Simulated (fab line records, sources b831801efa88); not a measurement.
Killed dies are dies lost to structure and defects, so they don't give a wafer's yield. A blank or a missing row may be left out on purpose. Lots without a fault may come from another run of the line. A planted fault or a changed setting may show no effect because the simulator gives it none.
One fault seen from 2 desks | flow gf180mcu | each desk has only its own numbers; what lay behind them comes last

THE TOOL OWNER'S DESK: litho_track-03
The tool's own readings at GF_V4_DEVELOP_13 (develop time 60 s): means of the sampled wafers that have a number, for each lot that ran on this tool. A lot is out of limits, marked OUT, if its mean lies more than 4 standard deviations from the usual mean; the brackets give that distance.
Columns: A = developer_temp_C at GF_V4_DEVELOP_13, usual 21.00 C
lot  | first seen here | A
L618 | day 26 05:08    | 21.05
L619 | day 26 08:47    | 20.98
L624 | day 28 01:43    | 21.05
L625 | day 28 07:37    | 21.02
L628 | day 29 07:02    | 21.03
L630 | day 29 16:53    | 21.96 (+9.6) OUT
L631 | day 30 03:02    | 21.80 (+8.0) OUT
This desk's finding: out of limits on L630, L631; first on L630, day 29 16:53 (developer_temp_C at GF_V4_DEVELOP_13). In limits: L618, L619, L624, L625, L628.

THE METROLOGY DESK
What the gauges read, lot by lot, whatever tool the lot ran on: means of the sampled wafers that have a number. A lot is out of limits, marked OUT, if its mean lies more than 4 standard deviations from the usual mean; the brackets give that distance.
Columns: A = cd_nm at GF_V3_CD_MEAS_14, usual 260.0 nm; B = V3_W_RS at GF_V3_RS_MEAS_24, usual 0.3265 ohm/sq
lot  | first seen here | A     | B
L613 | day 22 05:52    | 260.2 | 0.3252
L614 | day 22 18:41    | 262.2 | 0.3268
L616 | day 23 10:40    | 259.6 | 0.3229
L618 | day 24 07:55    | 260.2 | 0.3287
L619 | day 24 11:17    | 260.9 | 0.3280
L620 | day 24 23:20    | 262.3 | 0.3226
L621 | day 25 07:41    | 259.4 | 0.3276
L624 | day 26 07:21    | 258.1 | 0.3268
L625 | day 26 13:01    | 259.5 | 0.3248
L628 | day 27 13:44    | 259.7 | 0.3263
L630 | day 27 23:53    | 259.1 | 0.3259
L631 | day 28 09:50    | 259.1 | 0.3255
L632 | day 28 15:20    | 259.3 | 0.3245
L634 | day 29 05:23    | 260.9 | 0.3291
This desk's finding: nothing out of limits on any of the 14 lots.

PUT TOGETHER
The tool owner's desk could have raised an alarm at day 29 16:53, on L630, L631.
The metrology desk saw nothing out of limits.
The metrology desk has L630, L631 on record, within its limits.
Of the lots named, all ran GF_V4_DEVELOP_13 on litho_track-03.

WHAT THE SIMULATOR HAD PUT IN
Process parameter drift: litho_track-03, from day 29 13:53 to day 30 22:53, at GF_V4_DEVELOP_13. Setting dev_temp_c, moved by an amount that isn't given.
Lots struck among those shown: L630, L631.
Hours from the fault's start to each desk's first reading out of limits: the tool owner's desk, 3.
